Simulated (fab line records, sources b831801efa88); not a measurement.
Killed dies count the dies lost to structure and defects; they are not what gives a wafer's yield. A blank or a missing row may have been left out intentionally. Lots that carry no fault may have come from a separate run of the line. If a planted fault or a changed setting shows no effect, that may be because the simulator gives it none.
Struck lot and sound lot, side by side / flow gf180mcu / 18 out of 602 route steps
Sound: these wafers, L217.2, L217.5, L217.6. Struck: wafers L230.1, L230.2 (left out: L230.3, a lot-mate that was not struck); the cause follows at the end.
At each step with rows: each side's tool, then ch and its chambers, then its first start. Under that, the readings that differ: sound wafers / struck wafers / difference of the means / sigmas: that difference in standard deviations of wafers without a fault.
alike: same words and numbers on both sides, and readings whose means sit less than 2 such deviations apart. not compared: any withheld reading, any reading some wafer has no value for, any bound like >300 that may hide the same value, and any number with overlapping values for which the record gives no deviation.
Wherever a step has rows on one side only, a row that says differs or no value, or a row with sigmas, the two part there. Numbers that don't overlap but have no deviation are shown without sigmas and don't part them. A reading that every wafer of one side lacks parts them only if that side has two wafers or more.

first, 3 steps without rows for these wafers: GF_V5_EXPOSE_11 (exposes mask Via5, target cd 260 nm); GF_V5_PEB_12 (peb time 90 s); GF_V5_DEVELOP_13 (develop time 60 s).
GF_V5_CD_MEAS_14: the cd target is 260 nm.
  sound on cd sem-01 at day 29 14:14; struck on cd sem-01 at day 32 16:05
  alike: cd nm
GF_V5_OVL_MEAS_15:
  sound on overlay-02 at day 29 14:20; struck on overlay-02 at day 32 16:13
  alike: V5_OVL
GF_V5_ETCH_16: etches BARC in N2/H2.
  sound on rie diel-04 ch 0,1,2, day 29 14:22; struck on rie diel-01 ch 0,2, day 32 16:15
reading=oes product au (a.u.); sound=0.862 0.857 0.858; struck=0.848 0.850; difference=-0.010; sigmas=-2
  alike: drypump motor current A, throttle valve pct
GF_V5_ETCH_17: etches SiO2 in C4F8/O2/Ar, stops on TiN, target depth 855 nm.
  sound: rie diel-04 ch 0,1,2; struck: rie diel-01 ch 0,2
  alike: oes product au
then, 3 steps without rows for these wafers: GF_V5_STRIP_18 (strips in O2/N2); GF_V5_STRIP_19 (strips in post etch residue remover, time 1200 s); GF_V5_CLEAN_20 (cleans in DIW).
GF_V5_SPUTTER_21: material Ti, target thk 15 nm, time 80.02 s.
  sound on pvd sputter-04 at day 29 15:09; struck on pvd sputter-01 at day 32 16:56
  alike: chamber pressure pa, throttle valve pct
GF_V5_SPUTTER_22: material TiN, target thk 10 nm, time 40 s.
  sound on pvd sputter-04 at day 29 15:13; struck on pvd sputter-01 at day 32 17:00
  alike: chamber pressure pa, throttle valve pct
GF_V5_CVD_23: deposits W, target thk 350 nm, time 104.9 s.
  sound on cvd w-02 ch 0,1, day 29 15:15; struck on cvd w-02 ch 0,1, day 32 17:02
reading=model.W_of_V5_CVD_23.thk nm (nm); sound=346.1 348.7 341.4; struck=274.5 270.2; difference=-73.0; sigmas=
  alike: heater power w
GF_V5_RS_MEAS_24: a four-point-probe measurement.
  sound on film metro-02 at day 29 15:23; struck on film metro-02 at day 32 17:09
reading=V5_W_RS (ohm/sq); sound=0.331 0.329 0.337; struck=0.418 0.426; difference=+0.090; sigmas=+24
GF_V5_THK_MEAS_25: measures by xrf.
  sound on film metro-02 at day 29 15:29; struck on film metro-02 at day 32 17:16
reading=V5_W_THK (nm); sound=336 336 329; struck=268 263; difference=-68; sigmas=-13
GF_V5_CMP_26: polishes, stops on SiO2, t overpolish 15 s, target thk 0 nm.
  sound on cmp-02 ch 1,2,3, day 29 15:38; struck on cmp-01 ch 0,1, day 32 17:37
reading=time to endpoint s (s); sound=82 88 84; struck=67 64; difference=-19; sigmas=-6
  alike: motor current A
GF_TOP_METAL_SPUTTER_00: material Ti, target thk 37.5 nm, time 150 s.
  sound on pvd sputter-01 at day 29 15:50; struck on pvd sputter-03 at day 32 17:55
  alike: chamber pressure pa, throttle valve pct
GF_PASSIVATION_PROBE_99:
  record: rows for the struck wafers here (prober-02, day 34 04:10), none for the sound ones

## WHERE THEY PART
Earliest at GF_V5_ETCH_16; latest, in this record, at GF_PASSIVATION_PROBE_99.

WHY: what had been put in by the simulator
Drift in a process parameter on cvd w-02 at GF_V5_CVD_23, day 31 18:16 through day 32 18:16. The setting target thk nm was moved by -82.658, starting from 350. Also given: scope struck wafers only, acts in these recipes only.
